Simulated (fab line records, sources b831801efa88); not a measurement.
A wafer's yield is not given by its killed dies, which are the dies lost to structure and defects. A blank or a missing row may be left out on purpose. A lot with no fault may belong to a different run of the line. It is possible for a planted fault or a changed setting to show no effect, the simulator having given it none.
Chamber matching ; flow gf180mcu ; GF_POLY_GATE_ETCH_13 on rie si-01 has 4 sister chambers
The step etches poly-Si in HBr/Cl2, stops on SiO2, target depth 198.5 nm, time 69.6 s. 16 wafers are shown with their chamber, then 8 later ones without.

== EACH WAFER AND ITS CHAMBER ==
wafer;chamber;drypump motor current A (A);run length s (s);throttle valve pct (%)
L933.1;0;6.6;97.2;33.695
L933.4;3;5.6;97.3;33.674
L933.6;1;5.8;98.5;33.683
L934.2;1;5.8;98.2;33.701
L934.3;2;5.2;97.1;33.666
L934.6;0;6.5;97.0;33.703
L938.1;3;5.6;96.9;33.681
L938.3;1;5.8;98.3;33.688
L938.5;1;5.8;98.5;33.700
L943.1;3;5.6;97.4;33.683
L943.2;0;6.6;96.9;33.677
L943.6;3;5.6;97.4;33.675
L945.1;1;5.8;98.6;33.689
L945.3;0;6.5;96.9;33.686
L945.6;2;5.2;97.3;33.683
L948.1;1;5.9;98.4;33.676

SIGNATURES (averages over the wafers above)
reading;chamber 0;chamber 1;chamber 2;chamber 3;scatter within a chamber
drypump motor current A;6.550;5.817;5.200;5.600;0.0391
run length s;97.000;98.417;97.200;97.250;0.173
throttle valve pct;33.69025;33.68950;33.67450;33.67825;0.00936
Rule: for each reading, subtract the chamber's mean from the wafer's reading, divide by that reading's scatter and square the result; add these up over the readings and take the root, which gives the wafer's distance from the chamber. If the next closest chamber is less than 2 further off than the closest, the wafer can't be placed; otherwise it belongs to the closest. How the scatter is found: for the shown wafers, subtract from each reading the mean of its chamber, square and add these, divide the total by (wafers less chambers), then take the root.

== WAFERS WITHOUT THEIR CHAMBER ==
wafer;drypump motor current A (A);run length s (s);throttle valve pct (%)
L948.2;6.6;97.2;33.678
L948.6;6.6;96.9;33.675
L953.1;6.6;97.6;33.697
L953.4;5.7;97.6;33.684
L953.6;5.7;96.9;33.675
L954.2;5.2;97.5;33.680
L954.4;5.9;98.5;33.693
L954.6;5.6;97.3;33.691

== WHICH CHAMBER EACH WENT THROUGH ==
wafer;from the rows above;in truth
L948.2;0;0
L948.6;0;0
L953.1;0;0
L953.4;3;3
L953.6;3;3
L954.2;2;2
L954.4;1;1
L954.6;3;3
Correctly placed: 8 of 8. Not placeable from these rows: 0. Wrongly placed: 0.
